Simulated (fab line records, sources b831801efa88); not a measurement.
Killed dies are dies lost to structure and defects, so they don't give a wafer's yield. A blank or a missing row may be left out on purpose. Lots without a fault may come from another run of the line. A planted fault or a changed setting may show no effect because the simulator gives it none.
fab line records | flow gf180mcu
record lots=5 wafers=15 last_day=34
route steps=602 shown NWELL@42 LVPWELL@54 MVSD@66
lots that met no fault: from a run of the same line without faults
start_h: hours from the record's first day to the start of the lot's first wafer shown | wait_h: hours since the lot's step before | " the same as in the row above | L1.1+2: a row that stands for several wafers | - no value, or no start given | * or withheld: withheld | < > ~ a bound
route shown NAME@n: a module of which the file shows steps, and the number in the route of the first | usual: mean/standard deviation of fault-free wafers | same: alike in all rows | chamber/n: place in a boat | sites: the reading at each site | _std_site: their standard deviation | _edge_site: outer sites' mean less inner sites' | radius_mm: how far each site lies from the wafer's centre | mask NAME#n: copy n | behind: the tool/chamber that last shaped the wafer | hold: why the lot was held/for how many hours/how that ended | device: the transistor (n, p or np) that didn't switch | end of line: the same wafers' tests at the end of the route | a step without rows: its recipe alone | killed: dies lost to structure and defects at the first sort, not the wafer's yield | map: a wafer's dies, x killed, . not, _ none there
set.NAME: the setting as run; set.NAME@STEP: as run at that earlier step | model.NAME: the simulator's own value behind a step, which no gauge read
lots at some steps of the route; a table a step, a row a wafer
services: from which hour (start_h, from the record's first day; less than 0 if before it) a tool's chamber was out of use, for how many hours, and why
## steps
# step GF_NWELL_DEHYDRATE_00
# recipe temp_c=200 time_s=60
# usual resist_line_temp_C=23.01/0.11
# columns lot.wafer tool chamber start_h wait_h resist_line_temp_C
L079.1 litho_track-03 0 75.30 6.1 23.15
L079.4 " 0 " " 23.12
L079.6 " 0 " " 23.29
L082.1 litho_track-02 0 90.54 6.2 23.04
L082.3 " 0 " " 23.04
L082.4 " 0 " " 22.97
L089.2 litho_track-02 0 132.62 7.1 23.16
L089.3 " 0 " " 23.03
L089.5 " 0 " " 23.11
L091.3 litho_track-04 0 139.72 7.2 23.13
L091.4 " 0 " " 23.09
L091.6 " 0 " " 22.94
L097.1 litho_track-02 0 173.34 7.6 23.05
L097.2 " 0 " " 23.21
L097.5 " 0 " " 23.02
# step GF_NWELL_HMDS_01
# recipe prime_time_s=60 prime_temp_c=120
# usual resist_line_temp_C=22.99/0.099
# columns lot.wafer tool chamber start_h wait_h resist_line_temp_C
L079.1 litho_track-03 0 75.45 0.1 23.00
L079.4 " 0 " " 22.92
L079.6 " 0 " " 22.92
L082.1 litho_track-02 0 90.69 0.1 22.90
L082.3 " 0 " " 22.77
L082.4 " 0 " " 22.90
L089.2 litho_track-02 0 132.77 0.1 22.93
L089.3 " 0 " " 23.01
L089.5 " 0 " " 23.03
L091.3 litho_track-04 0 139.87 0.1 23.15
L091.4 " 0 " " 23.13
L091.6 " 0 " " 23.04
L097.1 litho_track-02 0 173.49 0.1 23.13
L097.2 " 0 " " 22.99
L097.5 " 0 " " 23.11
# step GF_NWELL_COAT_02
# recipe spin_rpm=2000 resist_thk_nm=3000
# usual resist_line_temp_C=23.01/0.094
# columns lot.wafer tool chamber start_h wait_h resist_line_temp_C
L079.1 litho_track-03 0 75.60 0.1 23.09
L079.4 " 0 " " 22.95
L079.6 " 0 " " 23.01
L082.1 litho_track-02 0 90.84 0.1 23.05
L082.3 " 0 " " 22.96
L082.4 " 0 " " 23.20
L089.2 litho_track-02 0 132.92 0.1 23.06
L089.3 " 0 " " 23.03
L089.5 " 0 " " 23.13
L091.3 litho_track-04 0 140.02 0.1 22.97
L091.4 " 0 " " 23.00
L091.6 " 0 " " 23.00
L097.1 litho_track-02 0 173.64 0.1 23.00
L097.2 " 0 " " 22.91
L097.5 " 0 " " 22.99
# step GF_NWELL_SOFTBAKE_03
# recipe temp_c=110 time_s=withheld
# usual resist_line_temp_C=22.98/0.096
# columns lot.wafer tool chamber start_h wait_h resist_line_temp_C
L079.1 litho_track-03 0 75.75 0.1 22.85
L079.4 " 0 " " 22.91
L079.6 " 0 " " 22.94
L082.1 litho_track-02 0 90.99 0.1 22.96
L082.3 " 0 " " 23.03
L082.4 " 0 " " 22.98
L089.2 litho_track-02 0 133.07 0.1 22.71
L089.3 " 0 " " 22.81
L089.5 " 0 " " 22.87
L091.3 litho_track-04 0 140.19 0.1 22.89
L091.4 " 0 " " 22.75
L091.6 " 0 " " 22.84
L097.1 litho_track-02 0 173.79 0.1 23.09
L097.2 " 0 " " 23.05
L097.5 " 0 " " 22.92
# step GF_NWELL_EXPOSE_04
# recipe mask_id=Nwell target_cd_nm=860 na=0.6 source_shape=conventional sigma_outer=0.6 dose_mj=260
# usual focus_offset_nm=-0.1/0.46
# columns lot.wafer tool chamber start_h wait_h mask focus_offset_nm
L079.1 iline_stepper-01 0 - - Nwell#0 -0.6
L079.4 " 0 " " Nwell#0 0.0
L079.6 " 0 " " Nwell#0 -0.5
L082.1 iline_stepper-01 0 - - Nwell#0 -0.4
L082.3 " 0 " " Nwell#0 0.0
L082.4 " 0 " " Nwell#0 -0.9
L089.2 iline_stepper-02 0 - - Nwell#0 0.3
L089.3 " 0 " " Nwell#0 1.1
L089.5 " 0 " " Nwell#0 0.2
L091.3 iline_stepper-01 0 - - Nwell#0 0.1
L091.4 " 0 " " Nwell#0 0.0
L091.6 " 0 " " Nwell#0 0.5
L097.1 iline_stepper-02 0 - - Nwell#0 0.4
L097.2 " 0 " " Nwell#0 -0.7
L097.5 " 0 " " Nwell#0 -0.3
# step GF_NWELL_PEB_05
# recipe temp_c=115 time_s=withheld
# usual resist_line_temp_C=22.97/0.11
# columns lot.wafer tool chamber start_h wait_h resist_line_temp_C
L079.1 litho_track-02 0 - - 22.92
L079.4 " 0 " " 22.81
L079.6 " 0 " " 23.09
L082.1 litho_track-04 0 - - 23.11
L082.3 " 0 " " 22.98
L082.4 " 0 " " 22.96
L089.2 litho_track-03 0 - - 23.23
L089.3 " 0 " " 23.04
L089.5 " 0 " " 23.06
L091.3 litho_track-04 0 - - 23.06
L091.4 " 0 " " 22.90
L091.6 " 0 " " 22.78
L097.1 litho_track-02 0 - - 22.90
L097.2 " 0 " " 23.04
L097.5 " 0 " " 23.18
# step GF_NWELL_DEVELOP_06
# recipe wall_angle_deg=90 develop_time_s=60 dev_temp_c=23
# usual resist_line_temp_C=23.01/0.12
# columns lot.wafer tool chamber start_h wait_h resist_line_temp_C
L079.1 litho_track-02 0 - - 22.79
L079.4 " 0 " " 22.86
L079.6 " 0 " " 22.83
L082.1 litho_track-04 0 - - 23.13
L082.3 " 0 " " 22.88
L082.4 " 0 " " 23.01
L089.2 litho_track-03 0 - - 22.95
L089.3 " 0 " " 22.91
L089.5 " 0 " " 23.01
L091.3 litho_track-04 0 - - 23.02
L091.4 " 0 " " 23.08
L091.6 " 0 " " 23.10
L097.1 litho_track-02 0 - - 22.98
L097.2 " 0 " " 22.87
L097.5 " 0 " " 23.10
# step GF_NWELL_OVL_MEAS_07
# usual NWELL_OVL=-0.3/1.8
# columns lot.wafer tool chamber start_h wait_h NWELL_OVL[nm]
L079.1 overlay-02 - 82.34 - -1.3
L079.4 " - " " 0.5
L079.6 " - " " -1.2
L082.1 overlay-02 - 97.82 - -3.3
L082.3 " - " " -1.7
L082.4 " - " " -2.2
L089.2 overlay-02 - 140.95 - 2.8
L089.3 " - " " 0.8
L089.5 " - " " -1.2
L091.3 overlay-01 - 147.63 - 1.7
L091.4 " - " " 0.9
L091.6 " - " " 1.5
L097.1 overlay-01 - 181.49 - 2.7
L097.2 " - " " 1.0
L097.5 " - " " 1.6
# step GF_NWELL_IMPLANT_08
# recipe species=P energy_kev=450 dose_cm2=1.5e+13 tilt_deg=0
# usual end_station_pressure_torr=5.07e-06/2.5e-07 faraday_current_uA=84.7/1.8
# columns lot.wafer tool chamber start_h wait_h end_station_pressure_torr faraday_current_uA
L079.1 implanter-04 0 82.38 0.0 4.83e-06 85.4
L079.4 " 0 " " 5.15e-06 78.8
L079.6 " 0 " " 5.44e-06 83.0
L082.1 implanter-01 0 97.86 0.0 4.83e-06 82.5
L082.3 " 0 " " 5.12e-06 87.0
L082.4 " 0 " " 4.78e-06 83.3
L089.2 implanter-04 0 141.01 0.0 5.1e-06 85.1
L089.3 " 0 " " 4.66e-06 85.6
L089.5 " 0 " " 5.05e-06 85.7
L091.3 implanter-01 0 147.71 0.1 5.38e-06 85.5
L091.4 " 0 " " 5.05e-06 85.6
L091.6 " 0 " " 5.47e-06 85.3
L097.1 implanter-02 0 181.53 0.0 4.77e-06 85.4
L097.2 " 0 " " 5.12e-06 87.6
L097.5 " 0 " " 4.96e-06 85.6
# step GF_NWELL_IMPLANT_09
# recipe species=P energy_kev=160 dose_cm2=4e+12 tilt_deg=0
# usual end_station_pressure_torr=4.99e-06/2.6e-07 faraday_current_uA=22.6/0.45
# columns lot.wafer tool chamber start_h wait_h end_station_pressure_torr faraday_current_uA
L079.1 implanter-04 0 82.53 0.1 4.94e-06 23.3
L079.4 " 0 " " 4.82e-06 22.7
L079.6 " 0 " " 4.9e-06 21.9
L082.1 implanter-01 0 98.01 0.1 5.22e-06 22.7
L082.3 " 0 " " 5.04e-06 22.2
L082.4 " 0 " " 4.82e-06 23.2
L089.2 implanter-04 0 141.16 0.1 4.92e-06 23.0
L089.3 " 0 " " 4.77e-06 22.7
L089.5 " 0 " " 5.34e-06 22.7
L091.3 implanter-01 0 147.86 0.1 5.29e-06 23.0
L091.4 " 0 " " 5.06e-06 22.9
L091.6 " 0 " " 5.23e-06 22.7
L097.1 implanter-02 0 181.68 0.1 5.29e-06 23.7
L097.2 " 0 " " 5.07e-06 23.1
L097.5 " 0 " " 4.79e-06 22.8
# step GF_NWELL_STRIP_10
# recipe chemistry=O2/N2 power_w=1400 pressure_mtorr=1500 platen_temp_c=250 o2_flow_sccm=3000 n2_flow_sccm=300 overash_fraction=0.5
# usual drypump_motor_current_A=5.6/0.37 heater_power_w=333/37 oes_product_au=0.722/0.0043 strip_time_to_endpoint_s=36.96/0.12
# same overash_fraction=0.5
# columns lot.wafer tool chamber start_h wait_h drypump_motor_current_A heater_power_w oes_product_au rf_hours_counter_h strip_time_to_endpoint_s
L079.1 plasma_asher-04 0 82.68 0.1 5.4 286 0.719 44 36.97
L079.4 " 1 " " 5.3 293 0.724 - 37.01
L079.6 " 1 " " 5.3 298 0.723 - 36.94
L082.1 plasma_asher-01 0 98.16 0.1 5.6 345 0.725 30 37.04
L082.3 " 0 " " 5.6 342 0.727 - 37.09
L082.4 " 1 " " 5.4 324 0.728 - 37.06
L089.2 plasma_asher-02 0 141.28 0.1 6.4 402 0.720 47 36.74
L089.3 " 1 " " 5.6 315 0.723 - 36.81
L089.5 " 1 " " 5.6 324 0.724 - 36.78
L091.3 plasma_asher-02 0 147.99 0.1 6.4 401 0.728 - 36.90
L091.4 " 1 " " 5.6 326 0.725 - 36.89
L091.6 " 1 " " 5.6 322 0.716 - 37.02
L097.1 plasma_asher-04 0 181.83 0.1 5.4 279 0.718 7 36.77
L097.2 " 1 " " 5.3 280 0.711 7 36.71
L097.5 " 0 " " 5.4 284 0.728 - 36.85
# step GF_NWELL_TW_MEAS_11
# usual NWELL_TW=1555/12
# columns lot.wafer tool chamber start_h wait_h NWELL_TW
L079.1 film_metro-04 - 82.78 0.1 1546
L079.4 " - " " 1541
L079.6 " - " " 1541
L082.1 film_metro-02 - 98.26 0.1 1556
L082.3 " - " " 1563
L082.4 " - " " 1553
L089.2 film_metro-03 - 141.39 0.1 1558
L089.3 " - " " 1561
L089.5 " - " " 1562
L091.3 film_metro-04 - 148.08 0.1 1541
L091.4 " - " " 1540
L091.6 " - " " 1529
L097.1 film_metro-03 - 181.95 0.1 1568
L097.2 " - " " 1568
L097.5 " - " " 1567
# step GF_LVPWELL_DEHYDRATE_00
# recipe temp_c=200 time_s=60
# usual resist_line_temp_C=22.99/0.098
# columns lot.wafer tool chamber start_h wait_h resist_line_temp_C
L079.1 litho_track-01 0 88.86 6.1 23.07
L079.4 " 0 " " 22.99
L079.6 " 0 " " 23.05
L082.1 litho_track-02 0 104.74 6.5 22.91
L082.3 " 0 " " 22.96
L082.4 " 0 " " 23.00
L089.2 litho_track-02 0 148.27 6.9 23.05
L089.3 " 0 " " 23.09
L089.5 " 0 " " 23.10
L091.3 litho_track-04 0 155.22 7.1 22.88
L091.4 " 0 " " 23.16
L091.6 " 0 " " 22.84
L097.1 litho_track-04 0 189.62 7.7 23.00
L097.2 " 0 " " 23.00
L097.5 " 0 " " 23.05
# step GF_LVPWELL_HMDS_01
# recipe prime_time_s=60 prime_temp_c=120
# usual resist_line_temp_C=22.99/0.12
# columns lot.wafer tool chamber start_h wait_h resist_line_temp_C
L079.1 litho_track-01 0 89.01 0.1 22.97
L079.4 " 0 " " 22.90
L079.6 " 0 " " 23.13
L082.1 litho_track-02 0 104.89 0.1 23.09
L082.3 " 0 " " 22.87
L082.4 " 0 " " 23.04
L089.2 litho_track-02 0 148.42 0.1 22.98
L089.3 " 0 " " 23.01
L089.5 " 0 " " 23.12
L091.3 litho_track-04 0 155.37 0.1 22.92
L091.4 " 0 " " 22.99
L091.6 " 0 " " 22.88
L097.1 litho_track-04 0 189.77 0.1 23.03
L097.2 " 0 " " 23.00
L097.5 " 0 " " 22.99
# step GF_LVPWELL_COAT_02
# recipe spin_rpm=2000 resist_thk_nm=3000
# usual resist_line_temp_C=22.99/0.11
# columns lot.wafer tool chamber start_h wait_h resist_line_temp_C
L079.1 litho_track-01 0 89.16 0.1 23.18
L079.4 " 0 " " 23.02
L079.6 " 0 " " 22.92
L082.1 litho_track-02 0 105.04 0.1 23.12
L082.3 " 0 " " 22.93
L082.4 " 0 " " 22.89
L089.2 litho_track-02 0 148.57 0.1 22.98
L089.3 " 0 " " 22.99
L089.5 " 0 " " 23.08
L091.3 litho_track-04 0 155.52 0.1 22.94
L091.4 " 0 " " 22.99
L091.6 " 0 " " 22.84
L097.1 litho_track-04 0 189.92 0.1 23.02
L097.2 " 0 " " 23.11
L097.5 " 0 " " 23.05
# step GF_LVPWELL_SOFTBAKE_03
# recipe temp_c=110 time_s=withheld
# usual resist_line_temp_C=23.00/0.1
# columns lot.wafer tool chamber start_h wait_h resist_line_temp_C
L079.1 litho_track-01 0 89.31 0.1 23.02
L079.4 " 0 " " 22.99
L079.6 " 0 " " 23.07
L082.1 litho_track-02 0 105.19 0.1 22.85
L082.3 " 0 " " 22.94
L082.4 " 0 " " 22.81
L089.2 litho_track-02 0 148.72 0.1 22.86
L089.3 " 0 " " 22.97
L089.5 " 0 " " 23.08
L091.3 litho_track-04 0 155.69 0.1 22.86
L091.4 " 0 " " 22.95
L091.6 " 0 " " 22.94
L097.1 litho_track-04 0 190.07 0.1 23.17
L097.2 " 0 " " 23.07
L097.5 " 0 " " 23.17
# step GF_LVPWELL_EXPOSE_04
# recipe mask_id=LVPWELL target_cd_nm=600 na=0.6 source_shape=conventional sigma_outer=0.6 dose_mj=260
# usual focus_offset_nm=-0.1/0.51
# columns lot.wafer tool chamber start_h wait_h mask focus_offset_nm
L079.1 iline_stepper-02 0 - - LVPWELL#0 -0.4
L079.4 " 0 " " LVPWELL#0 -0.8
L079.6 " 0 " " LVPWELL#0 0.0
L082.1 iline_stepper-01 0 - - LVPWELL#0 -0.6
L082.3 " 0 " " LVPWELL#0 -0.5
L082.4 " 0 " " LVPWELL#0 -0.4
L089.2 iline_stepper-02 0 - - LVPWELL#0 -0.2
L089.3 " 0 " " LVPWELL#0 0.2
L089.5 " 0 " " LVPWELL#0 1.0
L091.3 iline_stepper-01 0 - - LVPWELL#0 0.0
L091.4 " 0 " " LVPWELL#0 0.0
L091.6 " 0 " " LVPWELL#0 0.0
L097.1 iline_stepper-02 0 - - LVPWELL#0 0.4
L097.2 " 0 " " LVPWELL#0 -0.2
L097.5 " 0 " " LVPWELL#0 -0.2
# step GF_LVPWELL_PEB_05
# recipe temp_c=115 time_s=withheld
# usual resist_line_temp_C=23.01/0.12
# columns lot.wafer tool chamber start_h wait_h resist_line_temp_C
L079.1 litho_track-01 0 - - 22.90
L079.4 " 0 " " 23.01
L079.6 " 0 " " 22.95
L082.1 litho_track-04 0 - - 23.05
L082.3 " 0 " " 22.93
L082.4 " 0 " " 23.02
L089.2 litho_track-04 0 - - 22.99
L089.3 " 0 " " 22.84
L089.5 " 0 " " 22.98
L091.3 litho_track-02 0 - - 23.09
L091.4 " 0 " " 23.05
L091.6 " 0 " " 22.97
L097.1 litho_track-02 0 - - 22.80
L097.2 " 0 " " 22.93
L097.5 " 0 " " 22.88
# step GF_LVPWELL_DEVELOP_06
# recipe wall_angle_deg=90 develop_time_s=60 dev_temp_c=23
# usual resist_line_temp_C=23.00/0.11
# columns lot.wafer tool chamber start_h wait_h resist_line_temp_C
L079.1 litho_track-01 0 - - 22.97
L079.4 " 0 " " 22.96
L079.6 " 0 " " 23.07
L082.1 litho_track-04 0 - - 23.00
L082.3 " 0 " " 22.98
L082.4 " 0 " " 23.05
L089.2 litho_track-04 0 - - 22.80
L089.3 " 0 " " 22.86
L089.5 " 0 " " 22.84
L091.3 litho_track-02 0 - - 23.08
L091.4 " 0 " " 23.14
L091.6 " 0 " " 23.13
L097.1 litho_track-02 0 - - 22.73
L097.2 " 0 " " 22.94
L097.5 " 0 " " 22.93
# step GF_LVPWELL_OVL_MEAS_07
# usual LVPWELL_OVL=-0.1/1.3
# columns lot.wafer tool chamber start_h wait_h LVPWELL_OVL[nm]
L079.1 overlay-02 - 96.36 - -0.2
L079.4 " - " " 0.3
L079.6 " - " " 0.6
L082.1 overlay-02 - 112.32 - -2.1
L082.3 " - " " -3.1
L082.4 " - " " -4.0
L089.2 overlay-02 - 157.12 - 1.0
L089.3 " - " " 2.0
L089.5 " - " " 2.4
L091.3 overlay-01 - 163.50 - -0.1
L091.4 " - " " 0.5
L091.6 " - " " 1.4
L097.1 overlay-02 - 198.39 - -1.2
L097.2 " - " " -1.0
L097.5 " - " " -0.6
# step GF_LVPWELL_IMPLANT_08
# recipe species=B energy_kev=170 dose_cm2=1.5e+13 tilt_deg=0
# usual end_station_pressure_torr=5.06e-06/2.6e-07 faraday_current_uA=84.7/1.8
# columns lot.wafer tool chamber start_h wait_h end_station_pressure_torr faraday_current_uA
L079.1 implanter-02 0 96.39 0.0 5.36e-06 82.2
L079.4 " 0 " " 5.38e-06 83.2
L079.6 " 0 " " 4.78e-06 85.3
L082.1 implanter-03 0 112.36 0.0 5.04e-06 85.4
L082.3 " 0 " " 4.89e-06 87.0
L082.4 " 0 " " 5.27e-06 86.6
L089.2 implanter-01 0 157.18 0.0 5.08e-06 86.2
L089.3 " 0 " " 5.13e-06 83.8
L089.5 " 0 " " 5.16e-06 86.5
L091.3 implanter-01 0 163.58 0.1 5.05e-06 82.9
L091.4 " 0 " " 5.2e-06 87.4
L091.6 " 0 " " 5.25e-06 84.7
L097.1 implanter-01 0 198.43 0.0 5.15e-06 84.1
L097.2 " 0 " " 5.35e-06 87.5
L097.5 " 0 " " 5.3e-06 83.7
# step GF_LVPWELL_IMPLANT_09
# recipe species=B energy_kev=60 dose_cm2=5e+12 tilt_deg=0
# usual end_station_pressure_torr=4.99e-06/2.3e-07 faraday_current_uA=28.3/0.53
# columns lot.wafer tool chamber start_h wait_h end_station_pressure_torr faraday_current_uA
L079.1 implanter-02 0 96.54 0.1 4.71e-06 29.4
L079.4 " 0 " " 4.72e-06 28.9
L079.6 " 0 " " 4.96e-06 28.3
L082.1 implanter-03 0 112.51 0.1 4.93e-06 28.9
L082.3 " 0 " " 5.12e-06 27.8
L082.4 " 0 " " 5.46e-06 27.2
L089.2 implanter-01 0 157.33 0.1 5.06e-06 28.1
L089.3 " 0 " " 4.61e-06 29.1
L089.5 " 0 " " 5e-06 27.6
L091.3 implanter-01 0 163.73 0.1 4.8e-06 28.8
L091.4 " 0 " " 4.69e-06 27.9
L091.6 " 0 " " 4.66e-06 28.8
L097.1 implanter-01 0 198.58 0.1 5.25e-06 27.7
L097.2 " 0 " " 5.1e-06 28.9
L097.5 " 0 " " 4.8e-06 28.3
# step GF_LVPWELL_STRIP_10
# recipe chemistry=O2/N2 power_w=1400 pressure_mtorr=1500 platen_temp_c=250 o2_flow_sccm=3000 n2_flow_sccm=300 overash_fraction=0.5
# usual drypump_motor_current_A=5.6/0.4 heater_power_w=326/34 oes_product_au=0.722/0.0046 strip_time_to_endpoint_s=36.97/0.1
# same overash_fraction=0.5
# columns lot.wafer tool chamber start_h wait_h drypump_motor_current_A heater_power_w oes_product_au rf_hours_counter_h strip_time_to_endpoint_s
L079.1 plasma_asher-04 0 96.69 0.1 5.3 292 0.717 45 36.86
L079.4 " 0 " " 5.4 278 0.721 - 36.88
L079.6 " 0 " " 5.4 285 0.723 - 36.93
L082.1 plasma_asher-01 1 112.66 0.1 5.4 332 0.729 32 36.93
L082.3 " 0 " " 5.5 348 0.724 - 36.89
L082.4 " 1 " " 5.4 341 0.711 - 37.08
L089.2 plasma_asher-04 0 157.45 0.1 5.4 291 0.728 4 36.87
L089.3 " 1 " " 5.3 291 0.715 - 36.86
L089.5 " 0 " " 5.4 290 0.724 - 36.91
L091.3 plasma_asher-03 0 163.86 0.1 6.5 383 0.722 - 36.95
L091.4 " 1 " " 5.4 316 0.720 - 37.07
L091.6 " 1 " " 5.4 312 0.726 - 37.04
L097.1 plasma_asher-04 0 198.73 0.1 5.3 287 0.724 10 36.99
L097.2 " 1 " " 5.3 290 0.725 10 37.00
L097.5 " 1 " " 5.3 287 0.728 - 36.98
# step GF_LVPWELL_TW_MEAS_11
# usual LVPWELL_TW=553/4.5
# columns lot.wafer tool chamber start_h wait_h LVPWELL_TW
L079.1 film_metro-04 - 96.79 0.1 554
L079.4 " - " " 549
L079.6 " - " " 548
L082.1 film_metro-02 - 112.76 0.1 555
L082.3 " - " " 554
L082.4 " - " " 558
L089.2 film_metro-03 - 157.56 0.1 552
L089.3 " - " " 549
L089.5 " - " " 551
L091.3 film_metro-02 - 163.95 0.1 561
L091.4 " - " " 559
L091.6 " - " " 559
L097.1 film_metro-04 - 198.83 0.1 553
L097.2 " - " " 551
L097.5 " - " " 552
# step GF_MVSD_DEHYDRATE_00
# recipe temp_c=200 time_s=60
# usual resist_line_temp_C=23.00/0.1
# columns lot.wafer tool chamber start_h wait_h resist_line_temp_C
L079.1 litho_track-04 0 102.92 6.1 22.80
L079.4 " 0 " " 22.78
L079.6 " 0 " " 22.91
L082.1 litho_track-04 0 119.47 6.7 22.91
L082.3 " 0 " " 22.77
L082.4 " 0 " " 22.79
L089.2 litho_track-03 0 164.22 6.6 22.94
L089.3 " 0 " " 23.11
L089.5 " 0 " " 23.01
L091.3 litho_track-01 0 171.56 7.6 23.11
L091.4 " 0 " " 23.05
L091.6 " 0 " " 23.06
L097.1 litho_track-01 0 206.91 8.1 22.98
L097.2 " 0 " " 23.21
L097.5 " 0 " " 23.11
# step GF_MVSD_HMDS_01
# recipe prime_time_s=60 prime_temp_c=120
# usual resist_line_temp_C=22.99/0.11
# columns lot.wafer tool chamber start_h wait_h resist_line_temp_C
L079.1 litho_track-04 0 103.07 0.1 23.09
L079.4 " 0 " " 23.03
L079.6 " 0 " " 23.14
L082.1 litho_track-04 0 119.62 0.1 22.84
L082.3 " 0 " " 23.03
L082.4 " 0 " " 22.87
L089.2 litho_track-03 0 164.37 0.1 23.17
L089.3 " 0 " " 23.04
L089.5 " 0 " " 23.05
L091.3 litho_track-01 0 171.71 0.1 22.86
L091.4 " 0 " " 22.91
L091.6 " 0 " " 22.94
L097.1 litho_track-01 0 207.06 0.1 23.00
L097.2 " 0 " " 23.17
L097.5 " 0 " " 23.19
# step GF_MVSD_COAT_02
# recipe spin_rpm=2000 resist_thk_nm=3000
# usual resist_line_temp_C=23.00/0.11
# columns lot.wafer tool chamber start_h wait_h resist_line_temp_C
L079.1 litho_track-04 0 103.22 0.1 23.02
L079.4 " 0 " " 23.12
L079.6 " 0 " " 23.15
L082.1 litho_track-04 0 119.77 0.1 22.89
L082.3 " 0 " " 22.92
L082.4 " 0 " " 22.98
L089.2 litho_track-03 0 164.52 0.1 22.89
L089.3 " 0 " " 22.92
L089.5 " 0 " " 22.72
L091.3 litho_track-01 0 171.86 0.1 23.10
L091.4 " 0 " " 23.08
L091.6 " 0 " " 23.01
L097.1 litho_track-01 0 207.21 0.1 22.95
L097.2 " 0 " " 22.90
L097.5 " 0 " " 23.00
# step GF_MVSD_SOFTBAKE_03
# recipe temp_c=110 time_s=withheld
# usual resist_line_temp_C=23.01/0.13
# columns lot.wafer tool chamber start_h wait_h resist_line_temp_C
L079.1 litho_track-04 0 103.37 0.1 23.03
L079.4 " 0 " " 22.92
L079.6 " 0 " " 22.85
L082.1 litho_track-04 0 119.92 0.1 23.04
L082.3 " 0 " " 23.06
L082.4 " 0 " " 22.72
L089.2 litho_track-03 0 164.68 0.1 23.12
L089.3 " 0 " " 23.00
L089.5 " 0 " " 23.05
L091.3 litho_track-01 0 172.02 0.1 22.82
L091.4 " 0 " " 22.95
L091.6 " 0 " " 22.87
L097.1 litho_track-01 0 207.36 0.1 23.05
L097.2 " 0 " " 22.78
L097.5 " 0 " " 22.89
# step GF_MVSD_EXPOSE_04
# recipe mask_id=MVSD target_cd_nm=1000 na=0.6 source_shape=conventional sigma_outer=0.6 dose_mj=260
# usual focus_offset_nm=0.0/0.54
# columns lot.wafer tool chamber start_h wait_h mask focus_offset_nm
L079.1 iline_stepper-02 0 - - MVSD#0 0.2
L079.4 " 0 " " MVSD#0 0.1
L079.6 " 0 " " MVSD#0 -1.1
L082.1 iline_stepper-02 0 - - MVSD#0 0.3
L082.3 " 0 " " MVSD#0 -0.6
L082.4 " 0 " " MVSD#0 -0.1
L089.2 iline_stepper-01 0 - - MVSD#0 0.0
L089.3 " 0 " " MVSD#0 -0.6
L089.5 " 0 " " MVSD#0 -0.1
L091.3 iline_stepper-01 0 - - MVSD#0 0.0
L091.4 " 0 " " MVSD#0 0.0
L091.6 " 0 " " MVSD#0 0.9
L097.1 iline_stepper-01 0 - - MVSD#0 -0.5
L097.2 " 0 " " MVSD#0 -0.1
L097.5 " 0 " " MVSD#0 -0.8
# step GF_MVSD_PEB_05
# recipe temp_c=115 time_s=withheld
# usual resist_line_temp_C=22.97/0.11
# columns lot.wafer tool chamber start_h wait_h resist_line_temp_C
L079.1 litho_track-01 0 - - 23.06
L079.4 " 0 " " 22.98
L079.6 " 0 " " 22.96
L082.1 litho_track-01 0 - - 23.24
L082.3 " 0 " " 23.17
L082.4 " 0 " " 23.05
L089.2 litho_track-01 0 - - 22.91
L089.3 " 0 " " 23.05
L089.5 " 0 " " 22.84
L091.3 litho_track-04 0 - - 23.11
L091.4 " 0 " " 22.91
L091.6 " 0 " " 22.94
L097.1 litho_track-04 0 - - 22.98
L097.2 " 0 " " 23.10
L097.5 " 0 " " 23.09
# step GF_MVSD_DEVELOP_06
# recipe wall_angle_deg=90 develop_time_s=60 dev_temp_c=23
# usual resist_line_temp_C=22.99/0.12
# columns lot.wafer tool chamber start_h wait_h resist_line_temp_C
L079.1 litho_track-01 0 - - 22.87
L079.4 " 0 " " 22.87
L079.6 " 0 " " 22.88
L082.1 litho_track-01 0 - - 22.70
L082.3 " 0 " " 22.89
L082.4 " 0 " " 22.79
L089.2 litho_track-01 0 - - 23.01
L089.3 " 0 " " 22.96
L089.5 " 0 " " 23.05
L091.3 litho_track-04 0 - - 22.90
L091.4 " 0 " " 22.76
L091.6 " 0 " " 22.86
L097.1 litho_track-04 0 - - 23.04
L097.2 " 0 " " 23.00
L097.5 " 0 " " 23.03
# step GF_MVSD_OVL_MEAS_07
# usual MVSD_OVL=0.5/1.3
# columns lot.wafer tool chamber start_h wait_h MVSD_OVL[nm]
L079.1 overlay-01 - 110.61 - 1.0
L079.4 " - " " 1.9
L079.6 " - " " 1.9
L082.1 overlay-02 - 127.61 - -0.4
L082.3 " - " " 1.4
L082.4 " - " " 1.2
L089.2 overlay-01 - 172.86 - -0.7
L089.3 " - " " 0.9
L089.5 " - " " 0.1
L091.3 overlay-01 - 180.38 - 1.7
L091.4 " - " " 1.2
L091.6 " - " " 0.1
L097.1 overlay-01 - 215.62 - 0.8
L097.2 " - " " 1.5
L097.5 " - " " 0.8
# step GF_MVSD_IMPLANT_08
# recipe species=P energy_kev=400 dose_cm2=1.6e+13 tilt_deg=0
# usual end_station_pressure_torr=5.08e-06/2.6e-07 faraday_current_uA=90.0/1.8
# columns lot.wafer tool chamber start_h wait_h end_station_pressure_torr faraday_current_uA
L079.1 implanter-04 0 110.64 0.0 5.38e-06 88.5
L079.4 " 0 " " 5.12e-06 88.7
L079.6 " 0 " " 5.02e-06 90.9
L082.1 implanter-02 0 127.64 0.0 5.44e-06 89.7
L082.3 " 0 " " 5.22e-06 88.9
L082.4 " 0 " " 4.91e-06 90.5
L089.2 implanter-02 0 172.92 0.0 4.85e-06 93.7
L089.3 " 0 " " 5.25e-06 90.3
L089.5 " 0 " " 5.13e-06 88.8
L091.3 implanter-02 0 180.45 0.1 4.88e-06 88.0
L091.4 " 0 " " 4.92e-06 91.8
L091.6 " 0 " " 4.65e-06 90.4
L097.1 implanter-03 0 215.65 0.0 5.12e-06 92.6
L097.2 " 0 " " 5.19e-06 88.7
L097.5 " 0 " " 5.16e-06 90.0
## services
# columns tool chamber start_h hours kind
plasma_asher-03 - 61.93 1.7 repair
implanter-01 - 62.58 5.0 pm
plasma_asher-01 - 95.61 1.9 repair
plasma_asher-01 - 95.69 0.6 repair
implanter-01 - 103.79 4.9 pm
plasma_asher-04 - 108.75 9.0 pm
plasma_asher-04 0 108.75 9.0 vent_cycle
plasma_asher-04 1 108.75 9.0 vent_cycle
implanter-03 - 114.18 3.5 repair
plasma_asher-04 0 117.75 - clean
plasma_asher-03 - 124.87 4.0 repair
iline_stepper-02 - 138.34 1.7 pm
implanter-04 - 153.30 4.1 pm
implanter-02 - 163.13 3.6 repair
implanter-03 - 164.17 5.4 pm
plasma_asher-03 - 168.31 15.6 pm
implanter-03 - 169.55 6.6 pm
plasma_asher-02 - 177.66 2.8 pm
implanter-02 - 181.83 2.6 pm
plasma_asher-03 - 183.91 14.6 pm
implanter-03 - 191.12 0.8 repair
implanter-04 - 193.90 5.8 pm
plasma_asher-03 - 198.51 2.8 pm
iline_stepper-02 - 208.95 4.4 pm
## key
fault none
